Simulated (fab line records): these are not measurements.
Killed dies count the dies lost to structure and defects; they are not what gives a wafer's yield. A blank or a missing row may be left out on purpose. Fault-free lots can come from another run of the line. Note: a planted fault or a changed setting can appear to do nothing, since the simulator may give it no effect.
Chamber matching || flow sky130 || SKY_FIELD_ISO_CMP_27 on cmp-02 has 4 sister chambers
The step polishes, stops on Si3N4, t overpolish 16 s, target thk 457.8 nm. 4 wafers are shown with their chamber, then 8 later ones without.

## WAFERS, EACH WITH ITS CHAMBER
{"wafer": "L209.5", "chamber": 1, "timeToEndpointS (s)": 112}
{"wafer": "L210.1", "chamber": 2, "timeToEndpointS (s)": 99}
{"wafer": "L210.2", "chamber": 0, "timeToEndpointS (s)": 108}
{"wafer": "L211.1", "chamber": 3, "timeToEndpointS (s)": 103}

## WAFERS WHOSE CHAMBER IS MISSING
{"wafer": "L211.2", "timeToEndpointS (s)": 102}
{"wafer": "L211.4", "timeToEndpointS (s)": 114}
{"wafer": "L212.1", "timeToEndpointS (s)": 109}
{"wafer": "L212.3", "timeToEndpointS (s)": 111}
{"wafer": "L212.4", "timeToEndpointS (s)": 103}
{"wafer": "L213.1", "timeToEndpointS (s)": 110}
{"wafer": "L213.5", "timeToEndpointS (s)": 101}
{"wafer": "L213.6", "timeToEndpointS (s)": 107}

## THE CHAMBER EACH PASSED THROUGH
{"wafer": "L211.2", "from the rows above": "can't be placed: 3 or 2", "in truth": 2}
{"wafer": "L211.4", "from the rows above": 1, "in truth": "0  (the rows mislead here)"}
{"wafer": "L212.1", "from the rows above": "can't be placed: 0 or 1", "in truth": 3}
{"wafer": "L212.3", "from the rows above": "can't be placed: 1 or 0", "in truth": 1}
{"wafer": "L212.4", "from the rows above": 3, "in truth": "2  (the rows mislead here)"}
{"wafer": "L213.1", "from the rows above": "can't be placed: 0 or 1", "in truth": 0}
{"wafer": "L213.5", "from the rows above": "can't be placed: 2 or 3", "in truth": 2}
{"wafer": "L213.6", "from the rows above": 0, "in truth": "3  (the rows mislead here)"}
Correct placement for 0 of the 8. Not placeable from these rows: 5 (in 4, the candidates include the true chamber). 3 placed wrongly.
How it was worked out, from the rows above alone: a wafer's distance from a chamber is the root of the sum, over the readings, of the square of ((its reading less the chamber's mean) divided by the reading's scatter). The wafer belongs to the nearest chamber; if the next one is less than 2 further off, it can't be placed. For every chamber, the mean is computed from those of its wafers that are shown. The scatter: root of mean squared gap, hidden wafer to nearest shown wafer, with one shown wafer a chamber.
